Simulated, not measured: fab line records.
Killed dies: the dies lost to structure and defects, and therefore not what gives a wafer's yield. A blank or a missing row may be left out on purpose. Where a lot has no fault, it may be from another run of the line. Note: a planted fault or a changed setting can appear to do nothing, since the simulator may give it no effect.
A lot that was struck, set against a sound lot + flow sky130 + 43 out of 708 route steps
Sound: these wafers, L883.1, L883.2, L883.5. Wafers struck: L886.2, L886.3, L886.6. The cause is named last.
Order at every step that has rows: each side's tool, ch and its chambers, its first start. Under that, the readings that differ: sound wafers + struck wafers + difference of the means + sigmas: that difference in standard deviations of wafers without a fault.
alike: readings with means less than 2 such deviations apart, plus words and numbers identical on both sides. not compared: withheld readings, readings lacking a value on some wafer, bounds such as >300 that could conceal the same value, and numbers that have no deviation in the record and whose values overlap.
Wherever a step has rows on one side only, a row that says differs or no value, or a row with sigmas, the two part there. When numbers do not overlap yet have no deviation, they are printed without sigmas and do not part them. A reading that every wafer of one side lacks parts them only if that side has two wafers or more.

SKY_CAP2M_RS_MEAS_03: uses a four-point probe to measure.
  sound on filmMetro-03, day 41 12:46; struck on filmMetro-03, day 42 13:34
| reading               | sound          | struck         | difference | sigmas |
|-----------------------|----------------|----------------|------------|--------|
| CAP2M_TIN_RS (ohm/sq) | 6.85 6.74 6.74 | 6.89 7.05 6.97 | +0.19      | +3     |
SKY_CAP2M_THK_MEAS_04: measures by xrf.
  sound on filmMetro-03, day 41 12:53; struck on filmMetro-03, day 42 13:41
| reading            | sound             | struck            | difference | sigmas |
|--------------------|-------------------|-------------------|------------|--------|
| CAP2M_TIN_THK (nm) | 202.5 205.8 204.9 | 201.0 196.4 199.4 | -5.5       | -3     |
then, 7 steps without rows for these wafers: SKY_CAP2M_DEHYDRATE_05 (time 60 s); SKY_CAP2M_HMDS_06 (prime time 60 s); SKY_CAP2M_COAT_07 (resist thk 1140 nm); SKY_CAP2M_SOFTBAKE_08 (time 60 s); SKY_CAP2M_EXPOSE_09 (exposes mask CAP2M, target cd 1000 nm); SKY_CAP2M_PEB_10; SKY_CAP2M_DEVELOP_11 (develop time 60 s).
SKY_CAP2M_OVL_MEAS_12:
  sound on overlay-02, day 42 12:05; struck on overlay-01, day 43 12:32
  alike: CAP2M_OVL
then, 1 step without rows for these wafers: SKY_CAP2M_METAL_ETCH_13 (etches TiN in Cl2/BCl3, stops on SiO2, target depth 220 nm, time 62.9 s).
SKY_CAP2M_STRIP_14: strips in O2/N2.
  sound on plasmaAsher-03 ch 0,1, day 42 12:11; struck on plasmaAsher-04 ch 1, day 43 12:38
  alike: drypumpMotorCurrentA, oesProductAu, stripTimeToEndpointS
  not compared: rfHoursCounterH
SKY_CAP2M_STRIP_15: strips in post etch residue remover, time 1200 s.
  sound on wetBench-02 ch 0, day 42 12:17; struck on wetBench-02 ch 0, day 43 12:44
  alike: bathGuardTempC
then, 10 steps without rows for these wafers: SKY_CAP2M_CLEAN_16 (cleans in IPA, time 180 s); SKY_CAP2M_CLEAN_17 (cleans in O3/DIW); SKY_METAL4_DEHYDRATE_05 (time 60 s); SKY_METAL4_HMDS_06 (prime time 60 s); SKY_METAL4_COAT_07 (resist thk 60 nm); SKY_METAL4_COAT_08 (resist thk 1140 nm); SKY_METAL4_SOFTBAKE_09 (time 90 s); SKY_METAL4_EXPOSE_10 (exposes mask MM4, target cd 300 nm); SKY_METAL4_PEB_11; SKY_METAL4_DEVELOP_12 (develop time 60 s).
SKY_METAL4_CD_MEAS_13 targets a cd of 300 nm.
  sound on cdSem-02, day 43 12:02; struck on cdSem-02, day 44 12:11
| reading   | sound             | struck            | difference | sigmas |
|-----------|-------------------|-------------------|------------|--------|
| cdNm (nm) | 298.3 299.6 299.9 | 302.0 302.4 301.9 | +2.8       | +2     |
SKY_METAL4_OVL_MEAS_14:
  sound on overlay-01, day 43 12:10; struck on overlay-01, day 44 12:17
  alike: METAL4_OVL
SKY_METAL4_DESCUM_15: chemistry O2, time 8 s.
  sound on rieMetal-03 ch 0,1, day 43 12:12; struck on rieMetal-03 ch 0,1, day 44 12:19
  alike: drypumpMotorCurrentA, heBacksideLeakSccm, oesProductAu
  not compared: rfHoursCounterH
then, 1 step without rows for these wafers: SKY_METAL4_ETCH_16 (etches BARC in N2/H2, stops on SiO2, time 88.2 s, target depth 60 nm).
SKY_METAL4_ETCH_17: etches SiO2 in C4F8/O2/Ar, stops on TiN, time 3.9 s, target depth 15 nm.
  sound on rieDiel-02 ch 1,2, day 43 12:20; struck on rieDiel-04 ch 0,1,3, day 44 12:27
  alike: oesProductAu
  not compared: rfHoursCounterH
then, 1 step without rows for these wafers: SKY_METAL4_METAL_ETCH_18 (etches the open film in Cl2/BCl3, stops on SiO2, target depth 845 nm, time 183.1 s).
SKY_METAL4_STRIP_19: strips in O2/N2.
  sound on plasmaAsher-01 ch 0,1, day 43 12:32; struck on plasmaAsher-01 ch 0, day 44 12:39
  alike: drypumpMotorCurrentA, oesProductAu, stripTimeToEndpointS
  not compared: rfHoursCounterH
then, 4 steps without rows for these wafers: SKY_METAL4_STRIP_20 (strips in post etch residue remover, time 1200 s); SKY_METAL4_CLEAN_21 (cleans in IPA, time 180 s); SKY_METAL4_CLEAN_22 (cleans in O3/DIW); SKY_VIA4_HDPCVD_00 (deposits SiO2, target thk 1750 nm, time 291.7 s).
SKY_VIA4_THK_MEAS_01:
  sound on filmMetro-02, day 43 13:18; struck on filmMetro-02, day 44 13:26
  alike: VIA4_HDPCVD_THK
SKY_VIA4_CMP_02: polishes SiO2.
  sound on cmp-02 ch 0,1, day 43 13:22; struck on cmp-02 ch 0,2,3, day 44 13:35
  alike: motorCurrentA
SKY_VIA4_BOW_MEAS_03:
  sound on filmMetro-02, day 43 13:40; struck on filmMetro-02, day 44 13:48
  alike: VIA4_BOW
then, 5 steps without rows for these wafers: SKY_VIA4_DEHYDRATE_04 (time 60 s); SKY_VIA4_HMDS_05 (prime time 60 s); SKY_VIA4_COAT_06 (resist thk 1140 nm); SKY_VIA4_SOFTBAKE_07 (time 60 s); SKY_VIA4_EXPOSE_08 (exposes mask VIM4, target cd 800 nm).
-- the record jumps here: 4 days lie between the struck wafers' starts before and after (it left off in module VIA4 and takes up again in module PAD_OPEN, whose first step shown is number 708 of the route) --
SKY_PAD_OPEN_PROBE_99:
  sound on prober-01, day 47 07:26; struck on prober-01, day 48 04:44
| reading                               | sound             | struck                                                                  | difference                   | sigmas |
|---------------------------------------|-------------------|-------------------------------------------------------------------------|------------------------------|--------|
| hold                                  | - - -             | awaitDispo/2.0h/release awaitDispo/2.0h/release awaitDispo/2.0h/release | no value on the sound wafers |        |
| killedAtOther                         | 2 0 1             | 27 27 28                                                                | +26                          | +50    |
| model.etest.tester.sortNPass          | 395 417 391       | 388 388 384                                                             | -14                          |        |
| model.etest.tester.sortYieldPct (%)   | 80.28 84.76 79.47 | 78.86 78.86 78.05                                                       | -2.91                        |        |
| model.etest.tester.sort_bin_3_pct (%) | 1.22 0.4065 1.423 | 2.236 2.846 3.455                                                       | +1.829                       |        |
  alike: defectLimitedYield, killed_at_M0_to_M3, killed_at_M4_up, killedAtContacts, killedAtFrontEnd, killedDies, killedOpen, killedShort
  not compared: model.etest.tester.sort_bin_5_pct

== WHERE THEY PART ==
Last at SKY_PAD_OPEN_PROBE_99 as far as this record goes, first at SKY_CAP2M_RS_MEAS_03.

WHY: what the simulator had put in
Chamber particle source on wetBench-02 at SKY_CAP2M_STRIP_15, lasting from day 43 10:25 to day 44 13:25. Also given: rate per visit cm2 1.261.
